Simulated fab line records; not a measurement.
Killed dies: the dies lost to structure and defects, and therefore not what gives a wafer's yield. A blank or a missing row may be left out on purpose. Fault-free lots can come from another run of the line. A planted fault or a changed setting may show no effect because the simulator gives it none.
Which tool was responsible? + flow sky130 + 14 lots, 42 wafers sampled, at 4 steps of a route of 708

WHAT EACH GAUGE READ, for each wafer
SKY_VT_ADJUST_NCORE_CD_MEAS_07: the cd target is 380 nm. Usual: cdNm 379.3 nm, standard deviation 2.9.
| lot  | measured     | on       | cdNm (nm)         | flag |
|------|--------------|----------|-------------------|------|
| L560 | day 8 15:58  | cdSem-01 | 380.0 380.2 380.0 |      |
| L562 | day 9 04:37  | cdSem-02 | 382.4 380.3 381.7 |      |
| L564 | day 9 21:42  | cdSem-01 | 384.7 381.9 380.8 |      |
| L565 | day 10 05:38 | cdSem-01 | 383.1 383.4 381.9 |      |
| L566 | day 10 07:15 | cdSem-02 | 378.8 379.3 377.9 |      |
| L567 | day 10 17:38 | cdSem-01 | 380.3 381.6 381.1 |      |
| L574 | day 12 18:42 | cdSem-01 | - - -             | OFF  |
| L575 | day 13 09:56 | cdSem-02 | - - -             | OFF  |
| L578 | day 13 23:23 | cdSem-02 | 377.1 375.3 377.0 |      |
| L579 | day 14 11:17 | cdSem-02 | 381.9 383.2 384.1 |      |
| L580 | day 14 18:02 | cdSem-01 | 374.7 370.9 378.8 |      |
| L581 | day 14 23:41 | cdSem-02 | 380.0 379.0 378.5 |      |
| L582 | day 15 03:16 | cdSem-01 | 374.3 375.5 375.7 |      |
| L583 | day 15 11:46 | cdSem-01 | 376.6 376.8 376.9 |      |

SKY_VT_ADJUST_HVTR_TW_MEAS_11. Usual: VT_ADJUST_HVTR_TW gives 209.4 (standard deviation 1.9).
| lot  | measured     | on           | VT_ADJUST_HVTR_TW | flag |
|------|--------------|--------------|-------------------|------|
| L560 | day 9 14:04  | filmMetro-02 | 212.3 210.9 211.2 |      |
| L562 | day 10 03:28 | filmMetro-02 | 210.5 211.4 208.8 |      |
| L564 | day 10 21:07 | filmMetro-03 | 206.6 207.2 208.2 |      |
| L565 | day 11 05:41 | filmMetro-03 | 206.7 207.1 207.9 |      |
| L566 | day 11 06:37 | filmMetro-02 | 210.5 211.4 209.2 |      |
| L567 | day 11 18:08 | filmMetro-01 | 210.4 209.3 209.5 |      |
| L574 | day 13 20:11 | filmMetro-01 | 263.6 264.6 262.9 | OFF  |
| L575 | day 14 12:20 | filmMetro-01 | 262.4 261.9 261.5 | OFF  |
| L578 | day 15 01:58 | filmMetro-03 | 206.7 206.9 205.3 |      |
| L579 | day 15 14:02 | filmMetro-01 | 210.7 211.0 212.0 |      |
| L580 | day 15 21:58 | filmMetro-03 | 208.1 207.3 205.7 |      |
| L581 | day 16 04:13 | filmMetro-01 | 210.7 210.8 210.9 |      |
| L582 | day 16 08:16 | filmMetro-03 | 206.2 207.4 206.8 |      |
| L583 | day 16 17:17 | filmMetro-02 | 210.5 212.3 211.6 |      |

SKY_VT_ADJUST_PCH_TW_MEAS_10. Usual: VT_ADJUST_PCH_TW gives 142.8 (standard deviation 2.1).
| lot  | measured     | on           | VT_ADJUST_PCH_TW  | flag |
|------|--------------|--------------|-------------------|------|
| L560 | day 10 12:38 | filmMetro-03 | 140.9 140.6 140.6 |      |
| L562 | day 11 02:17 | filmMetro-03 | 140.6 140.8 140.6 |      |
| L564 | day 11 21:29 | filmMetro-03 | 140.6 140.1 140.7 |      |
| L565 | day 12 05:32 | filmMetro-04 | 144.9 144.8 144.5 |      |
| L566 | day 12 05:51 | filmMetro-04 | 144.7 145.0 144.9 |      |
| L567 | day 12 17:58 | filmMetro-03 | 139.9 140.6 140.2 |      |
| L574 | day 14 22:41 | filmMetro-04 | 234.8 234.5 235.2 | OFF  |
| L575 | day 15 15:22 | filmMetro-02 | 230.3 229.8 230.6 | OFF  |
| L578 | day 16 06:25 | filmMetro-02 | 143.3 143.2 143.0 |      |
| L579 | day 16 18:04 | filmMetro-02 | 143.1 142.6 142.2 |      |
| L580 | day 17 01:22 | filmMetro-04 | 144.7 143.8 144.3 |      |
| L581 | day 17 09:31 | filmMetro-02 | 142.6 141.8 142.4 |      |
| L582 | day 17 13:54 | filmMetro-04 | 143.4 143.5 143.8 |      |
| L583 | day 17 22:57 | filmMetro-02 | 141.7 141.8 142.3 |      |

WHICH TOOL RAN EACH LOT (tool, then ch and the chambers of the sampled wafers, then the start)
| lot  | SKY_VT_ADJUST_NCORE_COAT_02      |
|------|----------------------------------|
| L560 | lithoTrack-02 ch 0, day 8 04:49  |
| L562 | lithoTrack-03 ch 0, day 8 18:05  |
| L564 | lithoTrack-03 ch 0, day 9 10:42  |
| L565 | lithoTrack-01 ch 0, day 9 17:47  |
| L566 | lithoTrack-01 ch 0, day 9 19:34  |
| L567 | lithoTrack-01 ch 0, day 10 06:14 |
| L574 | lithoTrack-02, day 12 06:23      |
| L575 | lithoTrack-03, day 12 21:27      |
| L578 | lithoTrack-03 ch 0, day 13 10:48 |
| L579 | lithoTrack-03 ch 0, day 13 21:24 |
| L580 | lithoTrack-03 ch 0, day 14 03:54 |
| L581 | lithoTrack-02 ch 0, day 14 10:59 |
| L582 | lithoTrack-02 ch 0, day 14 14:58 |
| L583 | lithoTrack-01 ch 0, day 14 21:55 |
- SKY_VT_ADJUST_NCORE_COAT_02: resist thk 1140 nm.

AS READ BY THE TOOLS THEMSELVES (means over the sampled wafers that have a number; for cases with no such wafer, the mark the record gives instead)
SKY_VT_ADJUST_NCORE_COAT_02. Usual: chillPlateTempC 22.98 C, standard deviation 0.088; dispensePressureKPa 51.4 kPa, standard deviation 1.6; exhaustPa 45.0 Pa, standard deviation 0.85.
| lot  | tool          | chillPlateTempC (C) | dispensePressureKPa (kPa) | exhaustPa (Pa) | flag |
|------|---------------|---------------------|---------------------------|----------------|------|
| L560 | lithoTrack-02 | 22.93               | 49.5                      | 45.0           |      |
| L562 | lithoTrack-03 | 22.97               | 51.0                      | 45.3           |      |
| L564 | lithoTrack-03 | 23.07               | 51.1                      | 45.2           |      |
| L565 | lithoTrack-01 | 22.99               | 53.7                      | 44.1           |      |
| L566 | lithoTrack-01 | 22.91               | 53.7                      | 45.8           |      |
| L567 | lithoTrack-01 | 23.00               | 53.8                      | 44.5           |      |
| L574 | lithoTrack-02 | -                   | -                         | -              | OFF  |
| L575 | lithoTrack-03 | -                   | -                         | -              | OFF  |
| L578 | lithoTrack-03 | 22.91               | 51.0                      | 45.2           |      |
| L579 | lithoTrack-03 | 22.98               | 51.0                      | 44.9           |      |
| L580 | lithoTrack-03 | 23.06               | 51.0                      | 45.1           |      |
| L581 | lithoTrack-02 | 22.98               | 49.5                      | 44.4           |      |
| L582 | lithoTrack-02 | 23.05               | 49.5                      | 45.3           |      |
| L583 | lithoTrack-01 | 23.10               | 53.8                      | 44.8           |      |

THE ANSWER, worked out from the rows above alone
Rule: a lot is off if the mean of its wafers that have a number lies more than 3 standard deviations from the usual mean. A lot without any number at a reading at which 4 lots or more have one is off too. The other lots that the step has rows for count as sound. Order of review: gauges by route order, followed by the tools' own readings, for which a lot's mean as printed above is used. The first step at which some lot is off is used, and at that step the reading that is off furthest; a lot without a number counts as furthest.
Off, at SKY_VT_ADJUST_NCORE_CD_MEAS_07 on cdNm: L574, L575. Without a number there: L574, L575.
If a tool, at a process step before that reading, ran all the lots that are off and no sound lot after the first of them, it fits. The gauges at SKY_VT_ADJUST_NCORE_CD_MEAS_07 aren't tried: what is off there is off at SKY_VT_ADJUST_HVTR_TW_MEAS_11 too, on other tools, and a gauge's error can't cause that. None of those tried fits.

WHAT HAD BEEN PUT IN BY THE SIMULATOR
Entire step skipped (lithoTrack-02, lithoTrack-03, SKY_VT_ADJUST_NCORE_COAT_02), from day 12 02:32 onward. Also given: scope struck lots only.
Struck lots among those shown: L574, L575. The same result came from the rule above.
